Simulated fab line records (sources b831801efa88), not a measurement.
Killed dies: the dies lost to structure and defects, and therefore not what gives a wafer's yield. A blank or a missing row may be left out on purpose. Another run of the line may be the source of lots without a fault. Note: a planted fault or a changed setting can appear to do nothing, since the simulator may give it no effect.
fab line records	flow sfqLine	part 1 of 2: steps 1 to 28 of 40
record lots=5	wafers=15	lastDay=75
route steps=325 shown JJ@196 M5@198 A5B@209 R5@212 I5@228
lots that met no fault: taken from a fault-free run of the same line
startH: hours from the record's opening day to when the first of the lot's shown wafers began	waitH: time in hours since the lot's previous step	" as in the row above	L1.1+2: a single row standing in for several wafers	- no value, or no start was given	* or withheld: withheld	< > ~ a bound
route shown NAME@n: names a module that has steps shown in the file, with the first one's number in the route	usual: mean and standard deviation over wafers with no fault	same: alike in all rows	chamber/n: place in a boat	sites: the reading at each site	_std_site: standard deviation across them	_edge_site: the outer-site mean with the inner-site mean subtracted	radiusMm: for every site, how far away it sits from the centre of the wafer	mask NAME#n: copy n	behind: the tool/chamber that last shaped the wafer	hold: why the lot was held/for how many hours/how that ended	device: whichever transistor did not switch (one of n, p or np)	end of line: the tests these same wafers got at the end of their route	where a step has no rows: the recipe by itself	killed: not the wafer's yield, but the dies lost to structure and defects at the first sort	map: the dies of a wafer, with x for killed, . for not killed, _ for no die there
set.NAME: setting as actually run; set.NAME@STEP: the setting as run at that earlier step	model.NAME: the simulator's own value behind a step, which no gauge read
certain route steps with their lots: each step a table, each wafer a row
services: a tool's chamber out of use, with start hour (startH, from the record's first day; less than 0 if before it), hours out, and reason
## steps
# step SFQ_TRILAYER_JJ_CE_STRIP_STRIP_120
# recipe gas=O2	powerW=200	platenTempC=40	overashFraction=0.65	chemistry=O2	pressureMtorr=50
# usual drypumpMotorCurrentA=5.9/0.35	oesProductAu=1.000/0.0072
lot.wafer	tool	chamber	startH	waitH	drypumpMotorCurrentA	oesProductAu	rfHoursCounterH
L077.2	rieMetal-02	0	977.09	0.0	5.6	0.991	144
L077.4	"	1	"	"	6.3	0.999	-
L077.5	"	1	"	"	6.2	1.001	-
L078.3	rieMetal-03	1	979.69	0.2	6.0	1.000	-
L078.4	"	0	"	"	5.9	1.008	-
L078.6	"	0	"	"	5.9	0.998	-
L083.2	rieMetal-03	1	1037.68	0.0	6.0	1.002	87
L083.4	"	0	"	"	5.9	1.013	-
L083.5	"	0	"	"	5.9	1.015	-
L091.2	rieMetal-04	0	1178.87	0.0	6.4	1.005	151
L091.4	"	0	"	"	6.4	1.003	-
L091.6	"	1	"	"	5.4	1.013	-
L096.2	rieMetal-04	1	1254.41	0.0	5.5	0.996	116
L096.3	"	0	"	"	6.4	0.997	-
L096.6	"	1	"	"	5.4	0.990	-
# step SFQ_TRILAYER_JJ_CE_STRIP_SOLV_CLEAN_121
# recipe chemistry=NMP	tempC=70	timeS=600
lot.wafer	tool	chamber	startH	waitH
L077.2+4+5	wetBench-04	6,3,0	977.69	0.4
L078.3+4+6	wetBench-02	6,2,7	980.09	0.2
L083.2+4+5	wetBench-03	2,4,0	1038.28	0.4
L091.2+4+6	wetBench-03	3,1,7	1179.47	0.4
L096.2+3+6	wetBench-02	7,4,3	1255.01	0.4
# step SFQ_TRILAYER_M5_LITHO_COAT_128
# recipe resist=BARC	spinRpm=3000	resistThkNm=62
lot.wafer	tool	chamber	startH	waitH
L077.2+4+5	lithoTrack-04	0	977.92	0.1
L078.3+4+6	lithoTrack-04	0	980.37	0.1
L083.2+4+5	lithoTrack-04	0	1038.50	0.1
L091.2+4+6	lithoTrack-04	0	1179.69	0.1
L096.2+3+6	lithoTrack-04	0	1255.24	0.1
# step SFQ_TRILAYER_M5_LITHO_COAT_123
# recipe resist=KrF	spinRpm=3000	resistThkNm=600
lot.wafer	tool	chamber	startH	waitH
L077.2+4+5	lithoTrack-04	0	978.22	0.2
L078.3+4+6	lithoTrack-04	0	980.67	0.2
L083.2+4+5	lithoTrack-04	0	1038.80	0.2
L091.2+4+6	lithoTrack-04	0	1179.99	0.2
L096.2+3+6	lithoTrack-04	0	1255.54	0.2
# step SFQ_TRILAYER_M5_LITHO_SOFTBAKE_127
# recipe tempC=withheld	timeS=withheld	resist=KrF
lot.wafer	tool	chamber	startH	waitH
L077.2+4+5	lithoTrack-04	0	978.49	0.2
L078.3+4+6	lithoTrack-04	0	980.92	0.2
L083.2+4+5	lithoTrack-04	0	1039.08	0.2
L091.2+4+6	lithoTrack-04	0	1180.27	0.2
L096.2+3+6	lithoTrack-04	0	1255.81	0.2
# step SFQ_TRILAYER_M5_LITHO_EXPOSE_124
# recipe maskId=M5	na=0.6	sourceShape=conventional	sigmaOuter=0.65	targetCdNm=700	doseMj=14.4
lot.wafer	tool	chamber	startH	waitH	mask
L077.2+4+5	krfScanner-01	0	1049.55	-	M5#0
L078.3+4+6	krfScanner-01	0	1050.95	-	M5#0
L083.2+4+5	krfScanner-01	0	1115.25	-	M5#0
L091.2+4+6	krfScanner-01	0	1298.11	-	M5#0
L096.2+3+6	krfScanner-01	0	1380.48	-	M5#0
# step SFQ_TRILAYER_M5_LITHO_PEB_126
# recipe pebTempC=115	pebTimeS=60	resist=KrF
lot.wafer	tool	chamber	startH	waitH
L077.2+4+5	lithoTrack-01	0	1050.57	0.8
L078.3+4+6	lithoTrack-04	0	1051.80	0.7
L083.2+4+5	lithoTrack-01	0	1116.27	0.8
L091.2+4+6	lithoTrack-04	0	1299.14	0.8
L096.2+3+6	lithoTrack-04	0	1381.50	0.8
# step SFQ_TRILAYER_M5_LITHO_DEVELOP_125
# recipe timeS=60	resist=KrF
lot.wafer	tool	chamber	startH	waitH
L077.2+4+5	lithoTrack-01	0	1050.72	0.1
L078.3+4+6	lithoTrack-04	0	1051.95	0.1
L083.2+4+5	lithoTrack-01	0	1116.42	0.1
L091.2+4+6	lithoTrack-04	0	1299.29	0.1
L096.2+3+6	lithoTrack-04	0	1381.65	0.1
# step SFQ_M5_OVL_MEAS_932
# usual M5_OVL=-1/6
lot.wafer	tool	chamber	startH	waitH	M5_OVL[nm]
L077.2	overlay-02	-	1050.86	0.1	-14
L077.4	"	-	"	"	-4
L077.5	"	-	"	"	1
L078.3	overlay-02	-	1052.06	0.1	-8
L078.4	"	-	"	"	-4
L078.6	"	-	"	"	-6
L083.2	overlay-02	-	1116.55	0.1	6
L083.4	"	-	"	"	-4
L083.5	"	-	"	"	13
L091.2	overlay-01	-	1299.42	0.1	2
L091.4	"	-	"	"	0
L091.6	"	-	"	"	1
L096.2	overlay-02	-	1381.79	0.1	0
L096.3	"	-	"	"	-12
L096.6	"	-	"	"	-2
# step SFQ_TRILAYER_M5_BARC_OPEN_METAL_ETCH_161
# recipe maskMaterial=PR	chemistry=O2	targetDepthNm=125	target=BARC	icpW=600	biasW=80	pressureMtorr=10	timeS=41.7
# usual drypumpMotorCurrentA=5.89/0.18	oesProductAu=0.685/0.0047
lot.wafer	tool	chamber	startH	waitH	drypumpMotorCurrentA	oesProductAu	rfHoursCounterH
L077.2	rieMetal-03	0	1050.89	0.0	5.84	0.686	49
L077.4	"	1	"	"	5.93	0.688	-
L077.5	"	1	"	"	5.93	0.688	-
L078.3	rieMetal-02	1	1052.11	0.0	6.21	0.692	-
L078.4	"	0	"	"	5.63	0.678	-
L078.6	"	0	"	"	5.64	0.689	-
L083.2	rieMetal-03	1	1116.58	0.0	5.95	0.681	101
L083.4	"	1	"	"	5.95	0.686	-
L083.5	"	1	"	"	5.96	0.693	-
L091.2	rieMetal-03	1	1299.45	0.0	5.94	0.680	127
L091.4	"	1	"	"	5.95	0.686	-
L091.6	"	1	"	"	5.95	0.689	-
L096.2	rieMetal-02	1	1381.82	0.0	6.24	0.674	9
L096.3	"	0	"	"	5.63	0.687	-
L096.6	"	0	"	"	5.62	0.680	-
# step SFQ_TRILAYER_M5_ETCH_METAL_ETCH_126
# recipe target=Nb	stopOn=SiO2	maskMaterial=PR	overEtchFrac=0.15	timeS=203.2	chemistry=Cl2/BCl3	targetDepthNm=265	icpW=600	biasW=80	pressureMtorr=10
# usual drypumpMotorCurrentA=5.89/0.18	oesProductAu=0.728/0.0062
lot.wafer	tool	chamber	startH	waitH	drypumpMotorCurrentA	oesProductAu	rfHoursCounterH
L077.2	rieMetal-03	0	1050.94	0.0	5.85	0.725	49
L077.4	"	1	"	"	5.95	0.723	-
L077.5	"	1	"	"	5.98	0.740	-
L078.3	rieMetal-02	1	1052.25	0.1	6.22	0.729	-
L078.4	"	0	"	"	5.64	0.728	-
L078.6	"	0	"	"	5.62	0.729	-
L083.2	rieMetal-03	1	1116.64	0.0	5.93	0.743	101
L083.4	"	1	"	"	5.94	0.732	-
L083.5	"	1	"	"	5.93	0.729	-
L091.2	rieMetal-03	1	1299.51	0.0	5.96	0.732	127
L091.4	"	1	"	"	5.98	0.729	-
L091.6	"	1	"	"	5.96	0.728	-
L096.2	rieMetal-02	1	1381.88	0.0	6.25	0.720	9
L096.3	"	0	"	"	5.63	0.732	-
L096.6	"	0	"	"	5.61	0.737	-
# step SFQ_TRILAYER_M5_STRIP_STRIP_127
# recipe gas=O2	powerW=200	platenTempC=40	overashFraction=0.65	chemistry=O2	pressureMtorr=50
# usual drypumpMotorCurrentA=5.89/0.19	oesProductAu=0.998/0.0087
lot.wafer	tool	chamber	startH	waitH	drypumpMotorCurrentA	oesProductAu	rfHoursCounterH
L077.2	rieMetal-03	0	1051.14	0.1	5.87	1.001	49
L077.4	"	1	"	"	5.93	1.012	-
L077.5	"	1	"	"	5.96	0.992	-
L078.3	rieMetal-02	1	1052.69	0.4	6.25	1.001	-
L078.4	"	0	"	"	5.63	1.001	-
L078.6	"	0	"	"	5.62	0.995	-
L083.2	rieMetal-03	1	1116.84	0.1	5.96	0.998	101
L083.4	"	1	"	"	5.95	1.002	-
L083.5	"	1	"	"	5.96	1.002	-
L091.2	rieMetal-03	1	1299.70	0.1	5.97	1.010	127
L091.4	"	1	"	"	5.97	1.002	-
L091.6	"	1	"	"	5.94	1.005	-
L096.2	rieMetal-02	1	1382.07	0.1	6.22	0.985	9
L096.3	"	0	"	"	5.61	0.978	-
L096.6	"	0	"	"	5.61	0.987	-
# step SFQ_TRILAYER_M5_STRIP_SOLV_CLEAN_128
# recipe chemistry=NMP	tempC=70	timeS=600
lot.wafer	tool	chamber	startH	waitH
L077.2+4+5	wetBench-01	3,0,1	1051.74	0.4
L078.3+4+6	wetBench-03	5,0,6	1053.22	0.3
L083.2+4+5	wetBench-03	7,0,1	1117.44	0.4
L091.2+4+6	wetBench-01	4,1,2	1300.30	0.4
L096.2+3+6	wetBench-04	3,5,0	1382.67	0.4
# step SFQ_TRILAYER_A5B_DEP_PECVD_129
# recipe material=SiO2	tempC=150	timeS=133.33	pressureTorr=2.4	rfW=183.3	precursor=SiH4/N2O	targetThkNm=600
# usual chamberPressureTorr=2.399/0.0058	heaterPowerW=81/14	throttleValvePct=24.4/1.1
lot.wafer	tool	chamber	startH	waitH	chamberPressureTorr	heaterPowerW	throttleValvePct
L077.2	pecvd-01	2	1051.93	0.0	2.401	76	24.0
L077.4	"	1	"	"	2.404	72	23.7
L077.5	"	2	"	"	2.398	69	24.2
L078.3	pecvd-04	0	1053.40	0.0	2.394	82	27.2
L078.4	"	1	"	"	2.403	89	25.6
L078.6	"	0	"	"	2.394	83	26.9
L083.2	pecvd-01	2	1117.61	0.0	2.395	78	24.1
L083.4	"	1	"	"	2.399	64	23.1
L083.5	"	0	"	"	2.393	70	24.1
L091.2	pecvd-01	2	1300.48	0.0	2.401	73	24.8
L091.4	"	2	"	"	2.413	78	24.6
L091.6	"	1	"	"	2.398	79	23.8
L096.2	pecvd-01	1	1382.84	0.0	2.385	71	24.1
L096.3	"	0	"	"	2.408	81	25.4
L096.6	"	2	"	"	2.398	69	24.9
# step SFQ_TRILAYER_A5B_CMP_CMP_130
# recipe stopOn=Nb	downForcePsi=3	platenRpm=60	targetThkNm=340.7
# usual edgeZonePressureFrac=1.000/0.0048	motorCurrentA=10.6/1	retainingRingPressureFrac=1.000/0.0045
lot.wafer	tool	chamber	startH	waitH	edgeZonePressureFrac	motorCurrentA	retainingRingPressureFrac
L077.4	cmp-01	3	1054.99	3.0	1.002	12.2	1.010
L077.2	"	1	1055.99	4.0	0.995	10.1	1.010
L077.5	"	3	1056.99	4.9	0.996	12.4	0.998
L078.3	cmp-02	2	1058.40	5.0	1.000	10.2	1.002
L078.4	"	3	"	"	0.994	9.6	0.999
L078.6	"	1	1059.90	6.4	0.996	10.4	1.000
L083.4	cmp-01	1	1131.33	13.6	1.009	10.0	1.009
L083.2	"	2	"	"	1.005	9.1	0.997
L083.5	"	1	1133.33	15.6	1.002	9.9	1.001
L091.4	cmp-02	0	1300.57	0.0	0.996	11.0	0.994
L091.2	"	3	1302.07	1.5	1.004	9.5	0.999
L091.6	"	1	1303.07	2.5	1.002	10.3	1.004
L096.3	cmp-01	3	1382.94	0.0	0.999	11.7	0.999
L096.2	"	1	1383.94	1.0	1.005	10.0	0.998
L096.6	"	3	1384.94	2.0	1.003	12.8	0.995
# step SFQ_TRILAYER_A5B_METRO_MEASURE_131
# usual thkNm=343/5.3
lot.wafer	tool	chamber	startH	waitH	thkNm
L077.2	filmMetro-04	-	1058.19	1.7	340
L077.4	"	-	"	"	347
L077.5	"	-	"	"	343
L078.3	filmMetro-01	-	1061.30	2.4	341
L078.4	"	-	"	"	342
L078.6	"	-	"	"	350
L083.2	filmMetro-03	-	1134.53	2.2	341
L083.4	"	-	"	"	342
L083.5	"	-	"	"	344
L091.2	filmMetro-01	-	1303.77	1.2	351
L091.4	"	-	"	"	351
L091.6	"	-	"	"	350
L096.2	filmMetro-04	-	1386.14	1.7	342
L096.3	"	-	"	"	348
L096.6	"	-	"	"	347
# step SFQ_TRILAYER_R5_DEP_SPUTTER_132
# recipe material=Ti	basePressurePa=1.33e-06	targetThkNm=5	powerW=2000	timeS=5	chamberPressurePa=0.4
# usual basePressurePa=1.33e-06/8.9e-08	throttleValvePct=30.9/0.86
lot.wafer	tool	chamber	startH	waitH	basePressurePa	throttleValvePct
L077.2	pvdSputter-04	-	1059.19	0.8	1.25e-06	30.0
L077.4	"	-	"	"	1.28e-06	31.2
L077.5	"	-	"	"	1.36e-06	29.4
L078.3	pvdSputter-04	-	1062.10	0.6	1.38e-06	30.7
L078.4	"	-	"	"	1.31e-06	29.7
L078.6	"	-	"	"	1.34e-06	30.0
L083.2	pvdSputter-06	-	1135.53	0.8	1.29e-06	31.2
L083.4	"	-	"	"	1.34e-06	31.0
L083.5	"	-	"	"	1.21e-06	32.6
L091.2	pvdSputter-06	-	1304.77	0.8	1.36e-06	31.1
L091.4	"	-	"	"	1.47e-06	32.5
L091.6	"	-	"	"	1.35e-06	31.4
L096.2	pvdSputter-06	-	1387.14	0.8	1.37e-06	31.0
L096.3	"	-	"	"	1.29e-06	31.2
L096.6	"	-	"	"	1.28e-06	31.2
# step SFQ_TRILAYER_R5_DEP_SPUTTER_133
# recipe material=MoNx	basePressurePa=1.33e-06	targetThkNm=40	powerW=1000	timeS=66.7	chamberPressurePa=0.4
# usual basePressurePa=1.33e-06/9.4e-08	throttleValvePct=30.9/0.87
lot.wafer	tool	chamber	startH	waitH	basePressurePa	throttleValvePct
L077.2	pvdSputter-04	-	1059.21	0.0	1.34e-06	29.9
L077.4	"	-	"	"	1.52e-06	31.1
L077.5	"	-	"	"	1.27e-06	29.8
L078.3	pvdSputter-04	-	1062.12	0.0	1.39e-06	31.0
L078.4	"	-	"	"	1.26e-06	29.9
L078.6	"	-	"	"	1.24e-06	29.9
L083.2	pvdSputter-06	-	1135.55	0.0	1.32e-06	31.2
L083.4	"	-	"	"	1.27e-06	30.8
L083.5	"	-	"	"	1.26e-06	32.4
L091.2	pvdSputter-06	-	1304.79	0.0	1.21e-06	31.3
L091.4	"	-	"	"	1.27e-06	32.4
L091.6	"	-	"	"	1.3e-06	31.3
L096.2	pvdSputter-06	-	1387.15	0.0	1.25e-06	31.1
L096.3	"	-	"	"	1.4e-06	31.0
L096.6	"	-	"	"	1.34e-06	31.0
# step SFQ_TRILAYER_R5_DEP_SPUTTER_134
# recipe material=Ti	basePressurePa=1.33e-06	targetThkNm=5	powerW=2000	timeS=5	chamberPressurePa=0.4
# usual basePressurePa=1.33e-06/9.1e-08	throttleValvePct=30.9/0.86
lot.wafer	tool	chamber	startH	waitH	basePressurePa	throttleValvePct
L077.2	pvdSputter-04	-	1059.26	0.0	1.46e-06	29.6
L077.4	"	-	"	"	1.33e-06	30.7
L077.5	"	-	"	"	1.21e-06	29.6
L078.3	pvdSputter-04	-	1062.18	0.0	1.28e-06	30.9
L078.4	"	-	"	"	1.34e-06	29.8
L078.6	"	-	"	"	1.32e-06	30.0
L083.2	pvdSputter-06	-	1135.61	0.0	1.4e-06	31.2
L083.4	"	-	"	"	1.33e-06	31.1
L083.5	"	-	"	"	1.48e-06	32.4
L091.2	pvdSputter-06	-	1304.84	0.0	1.32e-06	31.2
L091.4	"	-	"	"	1.39e-06	32.6
L091.6	"	-	"	"	1.31e-06	31.3
L096.2	pvdSputter-06	-	1387.21	0.0	1.26e-06	31.0
L096.3	"	-	"	"	1.35e-06	31.3
L096.6	"	-	"	"	1.35e-06	31.2
# step SFQ_R5_RS_MEAS_933
# recipe thkMeasGauge=four-point-probe	reads=Ti_of_TRILAYER_R5_DEP_SPUTTER_134+MoNx_of_TRILAYER_R5_DEP_SPUTTER_133+Ti_of_TRILAYER_R5_DEP_SPUTTER_132
# usual R5_MONX_RS=7.07/0.074
lot.wafer	tool	chamber	startH	waitH	R5_MONX_RS[ohm/sq]
L077.2	filmMetro-02	-	1059.30	0.0	7.10
L077.4	"	-	"	"	7.03
L077.5	"	-	"	"	7.12
L078.3	filmMetro-03	-	1062.23	0.0	7.09
L078.4	"	-	"	"	7.14
L078.6	"	-	"	"	7.06
L083.2	filmMetro-02	-	1135.65	0.0	7.16
L083.4	"	-	"	"	7.17
L083.5	"	-	"	"	7.17
L091.2	filmMetro-02	-	1304.88	0.0	7.04
L091.4	"	-	"	"	7.04
L091.6	"	-	"	"	7.10
L096.2	filmMetro-02	-	1387.25	0.0	6.96
L096.3	"	-	"	"	7.04
L096.6	"	-	"	"	7.14
# step SFQ_R5_THK_MEAS_934
# recipe thkMeasGauge=xrf	reads=MoNx_of_TRILAYER_R5_DEP_SPUTTER_133
# usual R5_MONX_THK=39.9/0.5
lot.wafer	tool	chamber	startH	waitH	R5_MONX_THK[nm]
L077.2	filmMetro-02	-	1059.41	0.1	39.6
L077.4	"	-	"	"	40.0
L077.5	"	-	"	"	39.5
L078.3	filmMetro-03	-	1062.33	0.1	40.0
L078.4	"	-	"	"	39.4
L078.6	"	-	"	"	39.9
L083.2	filmMetro-02	-	1135.76	0.1	39.2
L083.4	"	-	"	"	39.3
L083.5	"	-	"	"	39.2
L091.2	filmMetro-02	-	1304.99	0.1	40.1
L091.4	"	-	"	"	40.1
L091.6	"	-	"	"	39.7
L096.2	filmMetro-02	-	1387.36	0.1	40.5
L096.3	"	-	"	"	40.3
L096.6	"	-	"	"	39.5
# step SFQ_TRILAYER_R5_LITHO_COAT_141
# recipe resist=BARC	spinRpm=3000	resistThkNm=62
lot.wafer	tool	chamber	startH	waitH
L077.2+4+5	lithoTrack-03	0	1059.51	0.1
L078.3+4+6	lithoTrack-02	0	1062.47	0.1
L083.2+4+5	lithoTrack-01	0	1135.86	0.1
L091.2+4+6	lithoTrack-01	0	1305.09	0.1
L096.2+3+6	lithoTrack-03	0	1387.46	0.1
# step SFQ_TRILAYER_R5_LITHO_COAT_136
# recipe resist=KrF	spinRpm=3000	resistThkNm=600
lot.wafer	tool	chamber	startH	waitH
L077.2+4+5	lithoTrack-03	0	1059.81	0.2
L078.3+4+6	lithoTrack-02	0	1062.77	0.2
L083.2+4+5	lithoTrack-01	0	1136.16	0.2
L091.2+4+6	lithoTrack-01	0	1305.39	0.2
L096.2+3+6	lithoTrack-03	0	1387.76	0.2
# step SFQ_TRILAYER_R5_LITHO_SOFTBAKE_140
# recipe tempC=withheld	timeS=withheld	resist=KrF
lot.wafer	tool	chamber	startH	waitH
L077.2+4+5	lithoTrack-03	0	1060.08	0.2
L078.3+4+6	lithoTrack-02	0	1063.02	0.2
L083.2+4+5	lithoTrack-01	0	1136.43	0.2
L091.2+4+6	lithoTrack-01	0	1305.67	0.2
L096.2+3+6	lithoTrack-03	0	1388.03	0.2
# step SFQ_TRILAYER_R5_LITHO_EXPOSE_137
# recipe maskId=R5	na=0.6	sourceShape=conventional	sigmaOuter=0.65	targetCdNm=500	doseMj=14.4
lot.wafer	tool	chamber	startH	waitH	mask
L077.2+4+5	krfScanner-01	0	1142.95	-	R5#0
L078.3+4+6	krfScanner-01	0	1152.99	-	R5#0
L083.2+4+5	krfScanner-02	0	1201.54	-	R5#0
L091.2+4+6	krfScanner-01	0	1429.03	-	R5#0
L096.2+3+6	krfScanner-02	0	1504.32	-	R5#0
# step SFQ_TRILAYER_R5_LITHO_PEB_139
# recipe pebTempC=115	pebTimeS=60	resist=KrF
lot.wafer	tool	chamber	startH	waitH
L077.2+4+5	lithoTrack-03	0	1143.97	0.8
L078.3+4+6	lithoTrack-02	0	1153.84	0.7
L083.2+4+5	lithoTrack-01	0	1202.56	0.8
L091.2+4+6	lithoTrack-01	0	1430.05	0.8
L096.2+3+6	lithoTrack-02	0	1505.35	0.8
# step SFQ_TRILAYER_R5_LITHO_DEVELOP_138
# recipe timeS=60	resist=KrF
lot.wafer	tool	chamber	startH	waitH
L077.2+4+5	lithoTrack-03	0	1144.12	0.1
L078.3+4+6	lithoTrack-02	0	1153.99	0.1
L083.2+4+5	lithoTrack-01	0	1202.71	0.1
L091.2+4+6	lithoTrack-01	0	1430.20	0.1
L096.2+3+6	lithoTrack-02	0	1505.50	0.1
# step SFQ_R5_OVL_MEAS_935
# usual R5_OVL=1/5.1
lot.wafer	tool	chamber	startH	waitH	R5_OVL[nm]
L077.2	overlay-01	-	1144.25	0.1	-4
L077.4	"	-	"	"	2
L077.5	"	-	"	"	2
L078.3	overlay-02	-	1154.10	0.1	3
L078.4	"	-	"	"	4
L078.6	"	-	"	"	3
L083.2	overlay-02	-	1202.84	0.1	7
L083.4	"	-	"	"	1
L083.5	"	-	"	"	3
L091.2	overlay-02	-	1430.34	0.1	5
L091.4	"	-	"	"	3
L091.6	"	-	"	"	7
L096.2	overlay-02	-	1505.63	0.1	-3
L096.3	"	-	"	"	-1
L096.6	"	-	"	"	1
